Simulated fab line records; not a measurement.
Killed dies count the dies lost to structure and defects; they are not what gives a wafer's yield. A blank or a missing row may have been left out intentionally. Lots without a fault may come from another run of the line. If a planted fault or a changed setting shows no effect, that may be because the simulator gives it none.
Struck lot and sound lot, side by side -- flow sky130 -- 17 steps out of a route of 708
Sound: wafers L192.1, L192.2, L192.6. Wafers L195.1, L195.2, L195.6 were the ones struck. The cause comes at the end.
Per side, at each step with rows, come the tool, then ch with its chambers, and then its first start. Under that, the readings that differ: sound wafers -- struck wafers -- difference of the means -- sigmas: that difference in standard deviations of wafers without a fault.
alike: readings with means less than 2 such deviations apart, plus words and numbers identical on both sides. not compared: withheld readings, readings lacking a value on some wafer, bounds such as >300 that could conceal the same value, and numbers that have no deviation in the record and whose values overlap.
A row with sigmas, a row that says differs or no value, or rows on one side alone: a step with any of these is where the two part. Numbers that don't overlap but have no deviation are shown without sigmas and don't part them. A reading missing from all wafers of one side parts the sides only when that side holds two or more wafers.

SKY_LDD_P_OVL_MEAS_08:
  sound on overlay-01 at day 21 05:05; struck on overlay-01 at day 22 05:33
  alike: LDD_P_OVL
after that, 1 step had no rows for these wafers: SKY_LDD_P_IMPLANT_09.
SKY_LDD_P_STRIP_10: strips in O2/N2.
  sound on plasma asher-02 ch 0,1, day 21 05:17; struck on plasma asher-02 ch 0,1, day 22 05:44
  alike: drypump motor current A, oes product au, strip time to endpoint s
  not compared: rf hours counter h
SKY_LDD_P_TW_MEAS_11:
  sound on film metro-03 at day 21 05:23; struck on film metro-02 at day 22 05:50
  alike: LDD_P_TW
then, 7 steps without rows for these wafers: SKY_LDD_HVN_DEHYDRATE_00 (time 60 s); SKY_LDD_HVN_HMDS_01 (prime time 60 s); SKY_LDD_HVN_COAT_02 (resist thk 300 nm); SKY_LDD_HVN_SOFTBAKE_03 (time 60 s); SKY_LDD_HVN_EXPOSE_04 (exposes mask HVNTM, target cd 700 nm); SKY_LDD_HVN_PEB_05; SKY_LDD_HVN_DEVELOP_06 (develop time 60 s).
SKY_LDD_HVN_OVL_MEAS_07:
  sound on overlay-02 at day 22 11:26; struck on overlay-02 at day 23 12:05
  alike: LDD_HVN_OVL
SKY_LDD_HVN_IMPLANT_08:
  sound on implanter-04 ch 0, day 22 11:28; struck on implanter-04 ch 0, day 23 12:07
reading,sound,struck,difference,sigmas
beam energy keV,59.976 60.005 60.009,72.221 72.209 72.215,+12.218,+99 or more
model.implant.rp nm (nm),55.01 55.01 55.01,67.65 67.65 67.65,+12.64,
model.implant.drp nm (nm),28.15 28.15 28.15,33.09 33.09 33.09,+4.94,
  alike: tilt deg
SKY_LDD_HVN_STRIP_09: strips in O2/N2.
  sound on plasma asher-04 ch 0,1, day 22 11:37; struck on plasma asher-01 ch 0,1, day 23 12:16
  alike: drypump motor current A, oes product au, strip time to endpoint s
  not compared: rf hours counter h
SKY_LDD_HVN_TW_MEAS_10:
  sound on film metro-02 at day 22 11:43; struck on film metro-04 at day 23 12:22
reading,sound,struck,difference,sigmas
LDD_HVN_TW,1427 1431 1432,1524 1518 1523,+92,+11
then, 1 step without rows for these wafers: SKY_LDD_HVP_DEHYDRATE_00 (time 60 s).
-- a jump in the record: the struck wafers' starts before and after are 25 days apart (it breaks off in module LDD_HVP and resumes in module PAD_OPEN, where the first step shown is number 708 of the route) --
SKY_PAD_OPEN_PROBE_99:
  sound on prober-01 at day 47 14:00; struck on prober-01 at day 48 06:16
reading,sound,struck,difference,sigmas
model.etest.tip_n_5v.rs ohm sq,1400 1394 1405,1287 1289 1287,-112,
model.etest.nfet g5v0d10v5.r on ohm um,1890 1882 1888,1826 1835 1828,-57,
model.etest.nfet g5v0d10v5.drive ua um,609.9 612.5 599.7,631.8 625 628,+20.9,
model.etest.nfet g5v0d10v5.vt sat v (V),0.7531 0.7471 0.7645,0.7349 0.7282 0.7351,-0.0222,
  alike: killed_at_M0_to_M3, killed_at_M4_up, killed at contacts, killed at front end, killed at other, killed dies, killed open, killed short
  not compared: model.etest.nfet g5v0d10v5.vt v

== WHERE THEY PART ==
First at SKY_LDD_HVN_IMPLANT_08; last, within this record, at SKY_LDD_HVN_TW_MEAS_10. Later steps at which nothing parts them and some readings are alike: SKY_PAD_OPEN_PROBE_99.

WHY: the cause the simulator had injected
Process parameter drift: implanter-04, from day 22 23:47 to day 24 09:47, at SKY_LDD_HVN_IMPLANT_08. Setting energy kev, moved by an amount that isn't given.
